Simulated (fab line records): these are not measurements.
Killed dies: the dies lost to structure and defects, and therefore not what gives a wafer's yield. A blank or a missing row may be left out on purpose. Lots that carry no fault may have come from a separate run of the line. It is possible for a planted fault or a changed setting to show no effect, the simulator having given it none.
Check of tool commonality -- flow sky130 -- 11 lots, 33 wafers sampled

== THE REASON FOR OPENING IT ==
SKY_LI_CONTACT_RS_MEAS_22, reading LI_CONTACT_W_RS: flagged on 2 of 11 lots. No-fault wafers: 0.2822 ohm/sq, standard deviation 0.0028.
Rule: a lot is flagged in two cases, either no wafer of it has a number, or all its wafers with numbers fall more than 4 standard deviations from that mean. All remaining lots are regarded as sound.

lot,measured,on,"LI_CONTACT_W_RS (ohm/sq), wafer by wafer",flag
L506,day 29 08:07,filmMetro-02,0.2804 0.2780 0.2793,
L507,day 29 08:55,filmMetro-01,0.2808 0.2819 0.2806,
L509,day 29 23:38,filmMetro-01,0.2829 0.2824 0.2854,
L514,day 31 23:25,filmMetro-04,25.688 25.363 25.083,FLAGGED
L516,day 32 15:13,filmMetro-04,24.972 25.358 24.679,FLAGGED
L515,day 32 15:57,filmMetro-04,0.2853 0.2850 0.2830,
L518,day 33 18:32,filmMetro-04,0.2781 0.2835 0.2797,
L522,day 35 04:21,filmMetro-04,0.2825 0.2849 0.2872,
L525,day 35 17:20,filmMetro-02,0.2876 0.2859 0.2873,
L528,day 36 08:21,filmMetro-01,0.2829 0.2807 0.2765,
L529,day 36 15:57,filmMetro-02,0.2786 0.2826 0.2766,
Flagged lots average 25.1905 ohm/sq: +24.9083 ohm/sq relative to the usual, that is +99 or more standard deviations.

== TOOL THAT RAN EACH LOT ==
The record holds 2 process steps before the reading, out of a route of 708 steps. Each cell gives the tool, then ch followed by the chambers the sampled wafers passed through, then the start.
lot,flag,SKY_SD_N_STRIP_11,SKY_LI_CONTACT_CVD_21
L506,,"plasmaAsher-01 ch 0,1, day 28 01:29","cvdW-01 ch 0,1, day 29 07:59"
L507,,"plasmaAsher-03 ch 0,1, day 28 03:05","cvdW-02 ch 0,1, day 29 08:47"
L509,,"plasmaAsher-01 ch 0,1, day 28 17:35","cvdW-01 ch 0,1, day 29 23:31"
L514,FLAGGED,"plasmaAsher-04 ch 0,1, day 30 16:48","cvdW-02 ch 0,1, day 31 23:17"
L516,FLAGGED,"plasmaAsher-01 ch 0,1, day 31 08:50","cvdW-01 ch 0,1, day 32 15:05"
L515,,"plasmaAsher-03 ch 0,1, day 31 10:26","cvdW-02 ch 0,1, day 32 15:49"
L518,,"plasmaAsher-04 ch 0,1, day 32 13:18","cvdW-01 ch 0,1, day 33 18:24"
L522,,"plasmaAsher-01 ch 0,1, day 33 23:27","cvdW-02 ch 0,1, day 35 04:13"
L525,,"plasmaAsher-03 ch 0,1, day 34 12:42","cvdW-02 ch 0,1, day 35 17:12"
L528,,"plasmaAsher-01 ch 0,1, day 35 04:21","cvdW-01 ch 0,1, day 36 08:13"
L529,,"plasmaAsher-01 ch 0,1, day 35 11:29","cvdW-01 ch 0,1, day 36 15:50"
What these steps do:
- SKY_SD_N_STRIP_11: strips in O2/N2.
- SKY_LI_CONTACT_CVD_21: deposits W, target thk 400 nm, time 120.56 s.
- SKY_LI_CONTACT_RS_MEAS_22: measures by four-point-probe.

== FLAGGED OVER TOTAL, TOOL BY TOOL (the gauges that took the reading come last) ==
step,tool,lots run,flagged,share of the flagged lots,sound lots run after its first flagged lot
SKY_SD_N_STRIP_11,plasmaAsher-01,6,1,some,"3 (L522,L528,L529)"
SKY_SD_N_STRIP_11,plasmaAsher-03,3,0,none,-
SKY_SD_N_STRIP_11,plasmaAsher-04,2,1,some,1 (L518)
SKY_LI_CONTACT_CVD_21,cvdW-01,6,1,some,"3 (L518,L528,L529)"
SKY_LI_CONTACT_CVD_21,cvdW-02,5,1,some,"3 (L515,L522,L525)"
SKY_LI_CONTACT_RS_MEAS_22,filmMetro-01,3,0,none,-
SKY_LI_CONTACT_RS_MEAS_22,filmMetro-02,3,0,none,-
SKY_LI_CONTACT_RS_MEAS_22,filmMetro-04,5,2,all,"3 (L515,L518,L522)"

== WHAT THE TABLE PERMITS ==
All flagged lots share 1 row of the table, namely filmMetro-04 at SKY_LI_CONTACT_RS_MEAS_22.
- filmMetro-04 at SKY_LI_CONTACT_RS_MEAS_22 ran 5 lots, 2 of them flagged. Sound lots followed the first flagged one (L515, L518, L522) on it, something a lasting fault affecting the whole tool could not allow.
Every row of the table either missed a flagged lot or ran a sound lot after the first.

== WHAT THE SIMULATOR HAD INSERTED ==
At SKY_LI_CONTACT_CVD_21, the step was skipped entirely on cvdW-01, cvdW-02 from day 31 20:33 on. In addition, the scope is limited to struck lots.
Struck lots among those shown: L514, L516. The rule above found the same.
